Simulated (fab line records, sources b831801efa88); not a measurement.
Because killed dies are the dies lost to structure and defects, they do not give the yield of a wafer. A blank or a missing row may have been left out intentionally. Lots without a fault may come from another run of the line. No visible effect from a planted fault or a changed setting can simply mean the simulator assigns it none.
fab line records	flow sfqLine
record: lots: 5	wafers: 15	lastDay: 92
route steps=325 shown M3@124 I3@133
lots with no fault: from the same line, run without faults
startH: hours from the record's opening day to when the first of the lot's shown wafers began	waitH: hours since the lot's step before	" identical to the entry in the row above	L1.1+2: several wafers, shown together as one row	- value missing, or start not given	* or withheld: withheld	< > ~ a bound
route shown NAME@n: names a module that has steps shown in the file, with the first one's number in the route	usual: mean/standard deviation taken from wafers without a fault	same: alike in all rows	chamber/n: place in a boat	sites: per-site readings	_std_site: standard deviation across them	_edge_site: outer sites' mean less inner sites'	radiusMm: for every site, how far away it sits from the centre of the wafer	mask NAME#n: copy n	behind: the last tool/chamber to shape the wafer	hold: why the lot was held/for how many hours/how that ended	device: names the non-switching transistor (n, p or np)	end of line: the route-end tests of the same wafers	a step without rows: its recipe alone	killed: count of dies lost to structure and defects at first sort (not the wafer's yield)	map: dies across one wafer; x = killed, . = not, _ = none there
set.NAME: the setting as run; set.NAME@STEP: as run at that earlier step	model.NAME: the simulator's own value behind a step, which no gauge read
lots at selected steps of the route; one table per step, one row per wafer
services: from which hour (startH, from the record's first day; less than 0 if before it) a tool's chamber was out of use, for how many hours, and why
== steps ==
step: SFQ_TRILAYER_M3_LITHO_SOFTBAKE_079
recipe: tempC: withheld	timeS: withheld	resist: KrF
lot.wafer	tool	chamber	startH	waitH
L076.4+5+6	lithoTrack-01	0	897.62	0.2
L086.1+2+4	lithoTrack-02	0	1015.07	0.2
L092.1+4+6	lithoTrack-02	0	1061.11	0.2
L094.2+3+5	lithoTrack-02	0	1097.82	0.2
L097.2+4+6	lithoTrack-04	0	1109.37	0.2
step: SFQ_TRILAYER_M3_LITHO_EXPOSE_076
recipe: maskId: M3	na: 0.6	sourceShape: conventional	sigmaOuter: 0.65	targetCdNm: 500	doseMj: 14.4
lot.wafer	tool	chamber	startH	waitH	mask
L076.4+5+6	krfScanner-01	0	1048.31	-	M3#0
L086.1+2+4	krfScanner-01	0	1146.37	-	M3#0
L092.1+4+6	krfScanner-01	0	1182.17	-	M3#0
L094.2+3+5	krfScanner-01	0	1201.57	-	M3#0
L097.2+4+6	krfScanner-01	0	1206.37	-	M3#0
step: SFQ_TRILAYER_M3_LITHO_PEB_078
recipe: pebTempC: 115	pebTimeS: 60	resist: KrF
lot.wafer	tool	chamber	startH	waitH
L076.4+5+6	lithoTrack-02	0	1048.98	0.5
L086.1+2+4	lithoTrack-01	0	1147.57	1.0
L092.1+4+6	lithoTrack-02	0	1183.37	1.0
L094.2+3+5	lithoTrack-02	0	1202.60	0.8
L097.2+4+6	lithoTrack-01	0	1207.40	0.8
step: SFQ_TRILAYER_M3_LITHO_DEVELOP_077
recipe: timeS: 60	resist: KrF
same: timeS: 60
lot.wafer	tool	chamber	startH	waitH
L076.4+5+6	lithoTrack-02	0	1049.13	0.1
L086.1+2+4	lithoTrack-01	0	1147.72	0.1
L092.1+4+6	lithoTrack-02	0	1183.52	0.1
L094.2+3+5	lithoTrack-02	0	1202.75	0.1
L097.2+4+6	lithoTrack-01	0	1207.55	0.1
step: SFQ_M3_OVL_MEAS_921
usual: M3_OVL: 1/4.7
lot.wafer	tool	chamber	startH	waitH	M3_OVL[nm]
L076.4	overlay-02	-	1049.22	0.1	-5
L076.5	"	-	"	"	2
L076.6	"	-	"	"	5
L086.1	overlay-01	-	1147.87	0.1	-7
L086.2	"	-	"	"	-14
L086.4	"	-	"	"	-9
L092.1	overlay-02	-	1183.67	0.1	-8
L092.4	"	-	"	"	-5
L092.6	"	-	"	"	-6
L094.2	overlay-01	-	1202.88	0.1	7
L094.3	"	-	"	"	6
L094.5	"	-	"	"	4
L097.2	overlay-01	-	1207.68	0.1	-1
L097.4	"	-	"	"	0
L097.6	"	-	"	"	-1
step: SFQ_TRILAYER_M3_BARC_OPEN_METAL_ETCH_100
recipe: maskMaterial: PR	chemistry: O2	targetDepthNm: 125	target: BARC	icpW: 600	biasW: 80	pressureMtorr: 10	timeS: 41.7
usual: drypumpMotorCurrentA: 5.59/0.29	oesProductAu: 0.685/0.0046	rfFwdPowerW: 593.7/2.4
same: timeS: 41.7
lot.wafer	tool	chamber	startH	waitH	drypumpMotorCurrentA	oesProductAu	rfFwdPowerW	rfHoursCounterH
L076.4	rieMetal-04	0	1049.26	0.0	5.17	0.683	591.9	-
L076.5	"	0	"	"	5.17	0.677	589.3	-
L076.6	"	1	"	"	5.34	0.681	593.5	-
L086.1	rieMetal-02	1	1147.91	0.0	5.77	0.691	594.9	42
L086.2	"	0	"	"	5.97	0.689	598.4	71
L086.4	"	0	"	"	5.97	0.686	598.7	-
L092.1	rieMetal-01	0	1183.71	0.0	5.81	0.683	588.0	52
L092.4	"	0	"	"	5.83	0.689	593.2	-
L092.6	"	1	"	"	5.74	0.682	595.1	-
L094.2	rieMetal-02	1	1202.91	0.0	5.77	0.676	594.7	52
L094.3	"	0	"	"	5.98	0.691	596.8	-
L094.5	"	0	"	"	5.97	0.694	596.5	-
L097.2	rieMetal-01	1	1207.71	0.0	5.71	0.683	594.0	134
L097.4	"	1	"	"	5.69	0.683	593.6	-
L097.6	"	1	"	"	5.73	0.683	597.1	-
step: SFQ_TRILAYER_M3_ETCH_METAL_ETCH_078
recipe: target: Nb	stopOn: SiO2	maskMaterial: PR	chemistry: Cl2/Ar	targetDepthNm: 240	icpW: 600	biasW: 80	pressureMtorr: 10	timeS: 120
usual: drypumpMotorCurrentA: 5.59/0.3	oesProductAu: 0.896/0.0066	rfFwdPowerW: 597.0/2.1
same: timeS: 120
lot.wafer	tool	chamber	startH	waitH	drypumpMotorCurrentA	oesProductAu	rfFwdPowerW	rfHoursCounterH
L076.4	rieMetal-04	0	1049.34	0.1	5.19	0.899	594.4	-
L076.5	"	0	"	"	5.18	0.895	596.5	-
L076.6	"	1	"	"	5.34	0.890	596.5	-
L086.1	rieMetal-02	1	1147.97	0.0	5.74	0.901	601.3	42
L086.2	"	0	"	"	5.98	0.899	601.2	71
L086.4	"	0	"	"	5.99	0.894	601.7	-
L092.1	rieMetal-01	0	1183.77	0.0	5.82	0.896	595.4	53
L092.4	"	0	"	"	5.84	0.881	595.3	-
L092.6	"	1	"	"	5.72	0.897	595.4	-
L094.2	rieMetal-02	1	1202.97	0.0	5.76	0.898	598.0	52
L094.3	"	0	"	"	6.01	0.905	598.0	-
L094.5	"	0	"	"	6.01	0.901	598.2	-
L097.2	rieMetal-01	1	1207.77	0.0	5.71	0.906	597.6	134
L097.4	"	1	"	"	5.73	0.904	597.7	-
L097.6	"	1	"	"	5.69	0.909	597.7	-
step: SFQ_TRILAYER_M3_STRIP_STRIP_079
recipe: gas: O2	powerW: 200	platenTempC: 40	overashFraction: 0.65	chemistry: O2	pressureMtorr: 50
usual: drypumpMotorCurrentA: 5.59/0.29	oesProductAu: 1.000/0.0072
lot.wafer	tool	chamber	startH	waitH	drypumpMotorCurrentA	oesProductAu	rfHoursCounterH
L076.4	rieMetal-04	0	1049.63	0.2	5.18	0.999	-
L076.5	"	0	"	"	5.17	0.992	-
L076.6	"	1	"	"	5.35	0.991	-
L086.1	rieMetal-02	1	1148.09	0.1	5.79	0.996	42
L086.2	"	0	"	"	6.04	0.995	71
L086.4	"	0	"	"	6.01	0.979	-
L092.1	rieMetal-01	0	1183.89	0.1	5.82	1.002	53
L092.4	"	0	"	"	5.82	1.009	-
L092.6	"	1	"	"	5.74	0.998	-
L094.2	rieMetal-02	1	1203.09	0.1	5.75	0.993	52
L094.3	"	0	"	"	5.95	0.989	-
L094.5	"	0	"	"	6.01	1.000	-
L097.2	rieMetal-01	1	1207.89	0.1	5.73	0.992	135
L097.4	"	1	"	"	5.72	0.996	-
L097.6	"	1	"	"	5.73	0.991	-
step: SFQ_TRILAYER_M3_STRIP_SOLV_CLEAN_080
recipe: chemistry: NMP	tempC: 70	timeS: 600
usual: bathGuardTempC: 69.9/0.65
same: timeS: 600
lot.wafer	tool	chamber	startH	waitH	bathGuardTempC
L076.4	wetBench-04	2	1050.03	0.2	70.4
L076.5	"	4	"	"	70.7
L076.6	"	7	"	"	69.6
L086.1	wetBench-02	3	1148.69	0.4	69.2
L086.2	"	6	"	"	68.8
L086.4	"	2	"	"	70.6
L092.1	wetBench-02	1	1184.49	0.4	69.9
L092.4	"	5	"	"	70.4
L092.6	"	0	"	"	70.1
L094.2	wetBench-03	4	1203.69	0.4	70.0
L094.3	"	6	"	"	70.0
L094.5	"	5	"	"	70.4
L097.2	wetBench-02	5	1208.49	0.4	70.0
L097.4	"	6	"	"	68.4
L097.6	"	2	"	"	70.6
step: SFQ_TRILAYER_I3_DEP_PECVD_081
recipe: material: SiO2	tempC: 150	timeS: 111.11	pressureTorr: 2.4	rfW: 183.3	precursor: SiH4/N2O	targetThkNm: 500
usual: chamberPressureTorr: 2.401/0.0058	heaterPowerW: 92/17	rfFwdPowerW: 182.2/0.67	throttleValvePct: 24.9/0.86
same: timeS: 111.11
lot.wafer	tool	chamber	startH	waitH	chamberPressureTorr	heaterPowerW	rfFwdPowerW	throttleValvePct
L076.4	pecvd-02	0	1050.24	0.0	2.398	94	181.0	23.2
L076.5	"	2	"	"	2.378	89	182.2	24.4
L076.6	"	1	"	"	2.403	103	181.1	23.5
L086.1	pecvd-01	2	1148.87	0.0	2.408	86	182.4	26.3
L086.2	"	0	"	"	2.400	51	182.1	25.4
L086.4	"	2	"	"	2.401	72	181.8	26.5
L092.1	pecvd-02	0	1184.68	0.0	2.408	77	181.8	23.5
L092.4	"	2	"	"	2.394	85	182.8	24.7
L092.6	"	1	"	"	2.409	86	182.9	23.8
L094.2	pecvd-04	1	1203.87	0.0	2.401	101	182.7	25.3
L094.3	"	2	"	"	2.409	97	182.6	25.3
L094.5	"	2	"	"	2.407	101	182.4	25.3
L097.2	pecvd-04	2	1208.67	0.0	2.404	103	181.3	25.2
L097.4	"	0	"	"	2.402	82	182.9	25.5
L097.6	"	1	"	"	2.408	101	181.2	25.4
step: SFQ_TRILAYER_I3_CMP_CMP_082
recipe: material: SiO2	downForcePsi: 3	platenRpm: 60	padVelocityMS: 0.94248
usual: motorCurrentA: 10.6/0.82	timeToEndpointS: 213/7.2
lot.wafer	tool	chamber	startH	waitH	motorCurrentA	timeToEndpointS
L076.4	cmp-02	3	1050.28	0.0	10.8	220
L076.5	"	3	1052.28	2.0	10.9	225
L076.6	"	0	"	"	11.5	223
L086.2	cmp-01	0	1167.87	19.0	11.6	213
L086.1	"	1	"	"	8.8	214
L086.4	"	3	1169.37	20.4	10.3	222
L092.4	cmp-01	2	1219.95	35.2	10.9	215
L092.1	"	0	1220.95	36.2	11.6	206
L092.6	"	1	"	"	8.9	215
L094.3	cmp-01	2	1237.45	33.5	10.8	210
L094.2	"	0	1238.45	34.5	11.2	219
L094.5	"	3	1239.95	36.0	10.4	224
L097.4	cmp-02	3	1241.07	32.3	10.8	219
L097.2	"	1	1242.07	33.4	11.6	216
L097.6	"	0	1243.57	34.8	10.4	225
step: SFQ_I3_BOW_MEAS_922
recipe: mode: bow
usual: I3_BOW: 1/9.5
lot.wafer	tool	chamber	startH	waitH	I3_BOW[um]
L076.4	filmMetro-04	-	1053.34	2.6	-3
L076.5	"	-	"	"	-9
L076.6	"	-	"	"	-8
L086.1	filmMetro-04	-	1170.87	2.0	-18
L086.2	"	-	"	"	-4
L086.4	"	-	"	"	-5
L092.1	filmMetro-02	-	1222.45	1.0	5
L092.4	"	-	"	"	6
L092.6	"	-	"	"	1
L094.2	filmMetro-03	-	1240.47	1.5	-6
L094.3	"	-	"	"	-7
L094.5	"	-	"	"	6
L097.2	filmMetro-04	-	1244.09	1.5	-2
L097.4	"	-	"	"	1
L097.6	"	-	"	"	-6
step: SFQ_TRILAYER_I3_METRO_MEASURE_083
usual: thkNm: 200.0/0.86
lot.wafer	tool	chamber	startH	waitH	thkNm
L076.4	filmMetro-04	-	1054.00	0.6	200.2
L076.5	"	-	"	"	200.9
L076.6	"	-	"	"	200.2
L086.1	filmMetro-04	-	1170.99	0.1	199.5
L086.2	"	-	"	"	201.2
L086.4	"	-	"	"	201.1
L092.1	filmMetro-02	-	1222.57	0.1	199.2
L092.4	"	-	"	"	199.4
L092.6	"	-	"	"	199.0
L094.2	filmMetro-03	-	1240.77	0.3	200.3
L094.3	"	-	"	"	199.7
L094.5	"	-	"	"	199.4
L097.2	filmMetro-04	-	1244.39	0.3	201.4
L097.4	"	-	"	"	200.6
L097.6	"	-	"	"	200.6
step: SFQ_TRILAYER_I3_VIA_LITHO_COAT_090
recipe: resist: BARC	spinRpm: 3000	resistThkNm: 62
lot.wafer	tool	chamber	startH	waitH
L076.4+5+6	lithoTrack-01	0	1054.75	0.6
L086.1+2+4	lithoTrack-03	0	1172.19	1.0
L092.1+4+6	lithoTrack-01	0	1223.77	1.0
L094.2+3+5	lithoTrack-01	0	1241.82	0.8
L097.2+4+6	lithoTrack-04	0	1245.44	0.8
step: SFQ_TRILAYER_I3_VIA_LITHO_COAT_085
recipe: resist: KrF	spinRpm: 3000	resistThkNm: 650
lot.wafer	tool	chamber	startH	waitH
L076.4+5+6	lithoTrack-01	0	1055.05	0.2
L086.1+2+4	lithoTrack-03	0	1172.49	0.2
L092.1+4+6	lithoTrack-01	0	1224.07	0.2
L094.2+3+5	lithoTrack-01	0	1242.12	0.2
L097.2+4+6	lithoTrack-04	0	1245.74	0.2
== services ==
tool	chamber	startH	hours	kind
rieMetal-01	-	883.02	14.6	pm
cmp-01	-	898.10	5.4	pm
rieMetal-01	-	906.70	1.4	repair
krfScanner-01	-	917.04	4.0	pm
krfScanner-01	-	921.06	1.3	pm
cmp-01	-	922.01	4.0	pm
cmp-01	-	924.74	1.9	repair
filmMetro-04	-	929.68	1.7	pm
rieMetal-04	-	945.19	0.2	repair
krfScanner-01	-	950.89	0.8	pm
cmp-01	-	958.29	1.4	repair
krfScanner-01	-	963.24	19.1	repair
filmMetro-04	-	975.41	0.3	pm
krfScanner-01	-	988.29	1.0	pm
krfScanner-01	-	988.82	1.2	repair
cmp-01	-	992.75	0.4	repair
wetBench-02	-	994.90	2.5	repair
cmp-01	-	1009.61	0.5	repair
rieMetal-02	-	1031.80	1.4	pm
rieMetal-04	0	1058.15	8.0	repair
krfScanner-01	-	1065.50	1.9	repair
krfScanner-01	-	1095.00	1.3	pm
krfScanner-01	-	1120.30	0.8	pm
krfScanner-01	-	1151.17	1.0	pm
== key ==
fault none
